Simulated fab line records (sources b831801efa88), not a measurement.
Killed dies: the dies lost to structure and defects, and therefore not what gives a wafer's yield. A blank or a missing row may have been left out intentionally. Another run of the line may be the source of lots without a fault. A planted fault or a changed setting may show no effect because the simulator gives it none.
Which tool was responsible? :: flow sky130 :: Sampling: 24 lots, 72 wafers, 5 of 708 route steps

== WHAT THE GAUGES SHOWED, per wafer ==
SKY_SD_N_RS_MEAS_18: measures by four-point-probe. Usual: RES_XHIGH_RS 333.3 ohm/sq, standard deviation 1.
lot: L074
measured: day 28 03:16
on: filmMetro-02
RES_XHIGH_RS (ohm/sq): 333.3 333.2 332.7
flag: 

lot: L075
measured: day 28 09:07
on: filmMetro-01
RES_XHIGH_RS (ohm/sq): 333.9 333.3 333.3
flag: 

lot: L076
measured: day 28 16:46
on: filmMetro-04
RES_XHIGH_RS (ohm/sq): 332.0 334.5 334.1
flag: 

lot: L077
measured: day 28 23:32
on: filmMetro-04
RES_XHIGH_RS (ohm/sq): 332.1 333.3 333.5
flag: 

lot: L078
measured: day 29 12:13
on: filmMetro-04
RES_XHIGH_RS (ohm/sq): 332.4 333.4 334.3
flag: 

lot: L079
measured: day 29 15:56
on: filmMetro-04
RES_XHIGH_RS (ohm/sq): 334.1 334.5 334.6
flag: 

lot: L080
measured: day 30 01:43
on: filmMetro-01
RES_XHIGH_RS (ohm/sq): 333.6 333.5 333.3
flag: 

lot: L081
measured: day 30 14:19
on: filmMetro-04
RES_XHIGH_RS (ohm/sq): 333.5 333.5 333.6
flag: 

lot: L082
measured: day 30 22:37
on: filmMetro-02
RES_XHIGH_RS (ohm/sq): 333.1 332.2 332.9
flag: 

lot: L083
measured: day 31 11:01
on: filmMetro-01
RES_XHIGH_RS (ohm/sq): 332.3 332.4 331.8
flag: 

lot: L084
measured: day 31 11:39
on: filmMetro-02
RES_XHIGH_RS (ohm/sq): 334.0 334.1 334.4
flag: 

lot: L085
measured: day 31 21:57
on: filmMetro-01
RES_XHIGH_RS (ohm/sq): 336.6 335.8 335.9
flag: 

lot: L086
measured: day 32 01:38
on: filmMetro-02
RES_XHIGH_RS (ohm/sq): 333.6 331.3 333.1
flag: 

lot: L087
measured: day 32 05:11
on: filmMetro-04
RES_XHIGH_RS (ohm/sq): 333.5 332.4 332.0
flag: 

lot: L088
measured: day 32 23:40
on: filmMetro-04
RES_XHIGH_RS (ohm/sq): 332.3 333.1 332.1
flag: 

lot: L089
measured: day 33 11:05
on: filmMetro-04
RES_XHIGH_RS (ohm/sq): 333.5 333.3 333.2
flag: 

lot: L090
measured: day 33 11:40
on: filmMetro-02
RES_XHIGH_RS (ohm/sq): 333.2 333.4 334.6
flag: 

lot: L091
measured: day 33 18:40
on: filmMetro-01
RES_XHIGH_RS (ohm/sq): 333.0 332.9 333.5
flag: 

lot: L092
measured: day 34 03:28
on: filmMetro-04
RES_XHIGH_RS (ohm/sq): 333.6 333.1 333.3
flag: 

lot: L093
measured: day 34 05:56
on: filmMetro-02
RES_XHIGH_RS (ohm/sq): 333.8 333.8 334.9
flag: 

lot: L094
measured: day 34 14:52
on: filmMetro-02
RES_XHIGH_RS (ohm/sq): 331.0 331.0 331.4
flag: 

lot: L095
measured: day 34 19:41
on: filmMetro-01
RES_XHIGH_RS (ohm/sq): 334.3 332.4 332.8
flag: 

lot: L096
measured: day 35 02:11
on: filmMetro-01
RES_XHIGH_RS (ohm/sq): 334.2 333.4 333.7
flag: 

lot: L097
measured: day 35 04:46
on: filmMetro-02
RES_XHIGH_RS (ohm/sq): 333.0 333.0 332.6
flag: 

SKY_VIA2_OVL_MEAS_13. Usual: VIA2_OVL 3 nm, standard deviation 4.3.
lot: L074
measured: day 36 11:11
on: overlay-02
VIA2_OVL (nm): -1 -2 -4
flag: 

lot: L075
measured: day 36 17:59
on: overlay-02
VIA2_OVL (nm): -4 2 5
flag: 

lot: L076
measured: day 37 00:46
on: overlay-01
VIA2_OVL (nm): -3 1 2
flag: 

lot: L077
measured: day 37 06:16
on: overlay-02
VIA2_OVL (nm): 4 4 2
flag: 

lot: L078
measured: day 37 16:37
on: overlay-01
VIA2_OVL (nm): 5 9 2
flag: 

lot: L079
measured: day 37 22:28
on: overlay-02
VIA2_OVL (nm): 9 1 -2
flag: 

lot: L080
measured: day 38 05:49
on: overlay-02
VIA2_OVL (nm): 10 11 12
flag: 

lot: L081
measured: day 38 16:53
on: overlay-02
VIA2_OVL (nm): 6 0 12
flag: 

lot: L082
measured: day 39 01:08
on: overlay-01
VIA2_OVL (nm): -1 -1 -5
flag: 

lot: L083
measured: day 39 13:43
on: overlay-01
VIA2_OVL (nm): 6 7 12
flag: 

lot: L084
measured: day 39 13:45
on: overlay-02
VIA2_OVL (nm): 9 10 10
flag: 

lot: L085
measured: day 39 20:44
on: overlay-01
VIA2_OVL (nm): 3 8 3
flag: 

lot: L086
measured: day 40 00:05
on: overlay-01
VIA2_OVL (nm): 2 4 1
flag: 

lot: L087
measured: day 40 05:26
on: overlay-02
VIA2_OVL (nm): 3 1 11
flag: 

lot: L088
measured: day 40 22:52
on: overlay-01
VIA2_OVL (nm): 5 4 2
flag: 

lot: L089
measured: day 41 09:26
on: overlay-01
VIA2_OVL (nm): 2 5 7
flag: 

lot: L090
measured: day 41 09:59
on: overlay-01
VIA2_OVL (nm): 10 1 2
flag: 

lot: L091
measured: day 41 15:16
on: overlay-01
VIA2_OVL (nm): 0 -1 5
flag: 

lot: L092
measured: day 41 21:08
on: overlay-02
VIA2_OVL (nm): -4 -1 -2
flag: 

lot: L093
measured: day 42 01:16
on: overlay-01
VIA2_OVL (nm): 6 6 7
flag: 

lot: L094
measured: day 42 10:20
on: overlay-01
VIA2_OVL (nm): -1 -3 4
flag: 

lot: L095
measured: day 42 11:40
on: overlay-01
VIA2_OVL (nm): -2 1 7
flag: 

lot: L096
measured: day 42 19:44
on: overlay-01
VIA2_OVL (nm): 5 0 3
flag: 

lot: L097
measured: day 42 20:14
on: overlay-02
VIA2_OVL (nm): -3 5 -1
flag: 

SKY_METAL3_CD_MEAS_13: the cd target is 300 nm. Usual: cdNm at 300.1 nm, with a standard deviation of 1.5.
lot: L074
measured: day 38 17:27
on: cdSem-02
cdNm (nm): 300.9 300.2 299.0
flag: 

lot: L075
measured: day 38 22:56
on: cdSem-01
cdNm (nm): 299.7 299.6 301.1
flag: 

lot: L076
measured: day 39 06:43
on: cdSem-01
cdNm (nm): 300.7 298.6 298.9
flag: 

lot: L077
measured: day 39 10:45
on: cdSem-02
cdNm (nm): 299.0 299.9 300.1
flag: 

lot: L078
measured: day 39 21:29
on: cdSem-02
cdNm (nm): 301.7 301.3 301.6
flag: 

lot: L079
measured: day 40 02:26
on: cdSem-02
cdNm (nm): 300.3 299.2 298.1
flag: 

lot: L080
measured: day 40 09:59
on: cdSem-02
cdNm (nm): 300.5 301.6 300.0
flag: 

lot: L081
measured: day 40 18:52
on: cdSem-02
cdNm (nm): 299.1 301.2 300.8
flag: 

lot: L082
measured: day 41 04:33
on: cdSem-01
cdNm (nm): 297.6 300.3 298.2
flag: 

lot: L083
measured: day 41 16:53
on: cdSem-02
cdNm (nm): 300.6 301.5 300.2
flag: 

lot: L084
measured: day 41 18:20
on: cdSem-02
cdNm (nm): 298.2 298.7 299.0
flag: 

lot: L085
measured: day 41 23:03
on: cdSem-02
cdNm (nm): 300.2 301.3 300.5
flag: 

lot: L086
measured: day 42 02:37
on: cdSem-02
cdNm (nm): 300.3 302.7 299.7
flag: 

lot: L087
measured: day 42 08:17
on: cdSem-02
cdNm (nm): 296.7 297.5 297.5
flag: 

lot: L088
measured: day 43 00:09
on: cdSem-02
cdNm (nm): 301.5 303.0 301.8
flag: 

lot: L089
measured: day 43 08:58
on: cdSem-02
cdNm (nm): 299.2 299.5 297.9
flag: 

lot: L090
measured: day 43 11:17
on: cdSem-02
cdNm (nm): 300.5 301.4 300.4
flag: 

lot: L091
measured: day 43 14:36
on: cdSem-02
cdNm (nm): 300.5 301.2 302.2
flag: 

lot: L092
measured: day 43 21:04
on: cdSem-01
cdNm (nm): 299.6 298.4 298.6
flag: 

lot: L093
measured: day 44 01:42
on: cdSem-01
cdNm (nm): 300.0 300.3 300.5
flag: 

lot: L094
measured: day 44 10:39
on: cdSem-01
cdNm (nm): 299.8 300.9 300.6
flag: 

lot: L095
measured: day 44 11:20
on: cdSem-01
cdNm (nm): 299.3 297.8 299.3
flag: 

lot: L096
measured: day 44 18:52
on: cdSem-01
cdNm (nm): 298.6 299.1 298.7
flag: 

lot: L097
measured: day 44 19:41
on: cdSem-02
cdNm (nm): 303.9 303.0 302.2
flag: 

SKY_VIA3_CD_MEAS_12: the cd target is 200 nm. Usual: cdNm at 200.1 nm, with a standard deviation of 1.3.
lot: L074
measured: day 39 19:35
on: cdSem-02
cdNm (nm): 198.1 200.5 199.7
flag: 

lot: L075
measured: day 40 00:38
on: cdSem-02
cdNm (nm): 198.7 198.4 199.1
flag: 

lot: L076
measured: day 40 08:52
on: cdSem-01
cdNm (nm): 199.9 198.9 200.5
flag: 

lot: L077
measured: day 40 12:35
on: cdSem-01
cdNm (nm): 198.7 200.1 199.2
flag: 

lot: L078
measured: day 40 23:33
on: cdSem-02
cdNm (nm): 201.5 201.7 202.2
flag: 

lot: L079
measured: day 41 04:19
on: cdSem-01
cdNm (nm): 200.7 199.2 199.5
flag: 

lot: L080
measured: day 41 11:57
on: cdSem-02
cdNm (nm): 200.9 200.2 200.7
flag: 

lot: L081
measured: day 41 20:39
on: cdSem-02
cdNm (nm): 200.9 200.6 201.6
flag: 

lot: L082
measured: day 42 05:18
on: cdSem-01
cdNm (nm): 200.2 201.8 199.4
flag: 

lot: L083
measured: day 42 17:43
on: cdSem-01
cdNm (nm): 200.3 199.7 199.8
flag: 

lot: L084
measured: day 42 19:50
on: cdSem-01
cdNm (nm): 199.5 200.6 200.4
flag: 

lot: L085
measured: day 42 23:48
on: cdSem-01
cdNm (nm): 199.6 200.2 200.6
flag: 

lot: L086
measured: day 43 03:23
on: cdSem-02
cdNm (nm): 198.1 198.3 197.9
flag: 

lot: L087
measured: day 43 08:48
on: cdSem-01
cdNm (nm): 200.9 200.7 199.7
flag: 

lot: L088
measured: day 43 23:30
on: cdSem-02
cdNm (nm): 201.5 201.1 201.2
flag: 

lot: L089
measured: day 44 09:07
on: cdSem-01
cdNm (nm): 199.0 199.0 199.3
flag: 

lot: L090
measured: day 44 11:05
on: cdSem-02
cdNm (nm): 198.7 200.5 199.5
flag: 

lot: L091
measured: day 44 14:36
on: cdSem-01
cdNm (nm): 201.4 202.4 203.0
flag: 

lot: L092
measured: day 44 21:30
on: cdSem-02
cdNm (nm): 202.4 202.6 199.8
flag: 

lot: L093
measured: day 45 02:10
on: cdSem-02
cdNm (nm): 200.7 199.7 198.9
flag: 

lot: L094
measured: day 45 10:04
on: cdSem-02
cdNm (nm): 199.8 199.3 200.5
flag: 

lot: L095
measured: day 45 10:54
on: cdSem-02
cdNm (nm): 198.2 197.7 197.9
flag: 

lot: L096
measured: day 45 17:17
on: cdSem-01
cdNm (nm): 203.8 200.7 201.9
flag: 

lot: L097
measured: day 45 18:17
on: cdSem-01
cdNm (nm): 199.7 198.8 199.7
flag: 

== TOOL THAT RAN EACH LOT (tool first, then ch and the chambers of the sampled wafers, then the start) ==
lot: L074
SKY_CONTACT_CVD_24: cvdW-01 ch 0,1, day 31 19:22

lot: L075
SKY_CONTACT_CVD_24: cvdW-02 ch 0,1, day 32 02:00

lot: L076
SKY_CONTACT_CVD_24: cvdW-01 ch 0,1, day 32 09:11

lot: L077
SKY_CONTACT_CVD_24: cvdW-02 ch 0,1, day 32 14:05

lot: L078
SKY_CONTACT_CVD_24: cvdW-01 ch 0,1, day 33 01:54

lot: L079
SKY_CONTACT_CVD_24: cvdW-01 ch 0,1, day 33 07:41

lot: L080
SKY_CONTACT_CVD_24: cvdW-01 ch 0,1, day 33 16:02

lot: L081
SKY_CONTACT_CVD_24: cvdW-02 ch 0,1, day 34 03:44

lot: L082
SKY_CONTACT_CVD_24: cvdW-02 ch 0,1, day 34 12:14

lot: L083
SKY_CONTACT_CVD_24: cvdW-01 ch 0,1, day 34 23:49

lot: L084
SKY_CONTACT_CVD_24: cvdW-02 ch 0,1, day 35 00:49

lot: L085
SKY_CONTACT_CVD_24: cvdW-01 ch 0,1, day 35 08:56

lot: L086
SKY_CONTACT_CVD_24: cvdW-02 ch 0,1, day 35 12:40

lot: L087
SKY_CONTACT_CVD_24: cvdW-02 ch 0,1, day 35 18:06

lot: L088
SKY_CONTACT_CVD_24: cvdW-02 ch 0,1, day 36 11:40

lot: L089
SKY_CONTACT_CVD_24: cvdW-02 ch 0,1, day 36 22:56

lot: L090
SKY_CONTACT_CVD_24: cvdW-01 ch 0,1, day 36 23:38

lot: L091
SKY_CONTACT_CVD_24: cvdW-02 ch 0,1, day 37 07:28

lot: L092
SKY_CONTACT_CVD_24: cvdW-02 ch 0,1, day 37 14:23

lot: L093
SKY_CONTACT_CVD_24: cvdW-01 ch 0,1, day 37 17:29

lot: L094
SKY_CONTACT_CVD_24: cvdW-02 ch 1, day 38 03:47

lot: L095
SKY_CONTACT_CVD_24: cvdW-02 ch 0,1, day 38 04:57

lot: L096
SKY_CONTACT_CVD_24: cvdW-01 ch 0,1, day 38 12:14

lot: L097
SKY_CONTACT_CVD_24: cvdW-01 ch 0,1, day 38 14:26
- SKY_CONTACT_CVD_24: deposits W, target thk 340 nm, time 102.12 s.

== AS READ BY THE TOOLS THEMSELVES (means over the sampled wafers that have a number; for cases with no such wafer, the mark the record gives instead) ==
SKY_CONTACT_CVD_24. Usual: heaterPowerW at 936 W, with a standard deviation of 89.
lot: L074
tool: cvdW-01
heaterPowerW (W): 961
flag: 

lot: L075
tool: cvdW-02
heaterPowerW (W): 937
flag: 

lot: L076
tool: cvdW-01
heaterPowerW (W): 959
flag: 

lot: L077
tool: cvdW-02
heaterPowerW (W): 952
flag: 

lot: L078
tool: cvdW-01
heaterPowerW (W): 963
flag: 

lot: L079
tool: cvdW-01
heaterPowerW (W): 979
flag: 

lot: L080
tool: cvdW-01
heaterPowerW (W): 954
flag: 

lot: L081
tool: cvdW-02
heaterPowerW (W): 960
flag: 

lot: L082
tool: cvdW-02
heaterPowerW (W): 883
flag: 

lot: L083
tool: cvdW-01
heaterPowerW (W): 962
flag: 

lot: L084
tool: cvdW-02
heaterPowerW (W): 881
flag: 

lot: L085
tool: cvdW-01
heaterPowerW (W): 977
flag: 

lot: L086
tool: cvdW-02
heaterPowerW (W): 886
flag: 

lot: L087
tool: cvdW-02
heaterPowerW (W): 933
flag: 

lot: L088
tool: cvdW-02
heaterPowerW (W): 878
flag: 

lot: L089
tool: cvdW-02
heaterPowerW (W): 861
flag: 

lot: L090
tool: cvdW-01
heaterPowerW (W): 962
flag: 

lot: L091
tool: cvdW-02
heaterPowerW (W): 876
flag: 

lot: L092
tool: cvdW-02
heaterPowerW (W): 947
flag: 

lot: L093
tool: cvdW-01
heaterPowerW (W): 977
flag: 

lot: L094
tool: cvdW-02
heaterPowerW (W): 806
flag: 

lot: L095
tool: cvdW-02
heaterPowerW (W): 939
flag: 

lot: L096
tool: cvdW-01
heaterPowerW (W): 953
flag: 

lot: L097
tool: cvdW-01
heaterPowerW (W): 969
flag: 

== THE ANSWER, worked out from the rows above alone ==
Rule: a lot is off if the mean of its wafers that have a number lies more than 3 standard deviations from the usual mean. Also off: a lot with no number at a reading for which 4 or more lots have one. Any other lot the step has rows for is counted as sound. After the gauges, taken in route order, come the tools' own readings; for these a lot's mean is taken, as printed above. The first step at which some lot is off is used, and at that step the reading that is off furthest; a lot without a number counts as furthest.
Nothing can be told from this: no lot is off at any reading shown.

== WHAT THE SIMULATOR HAD INSERTED ==
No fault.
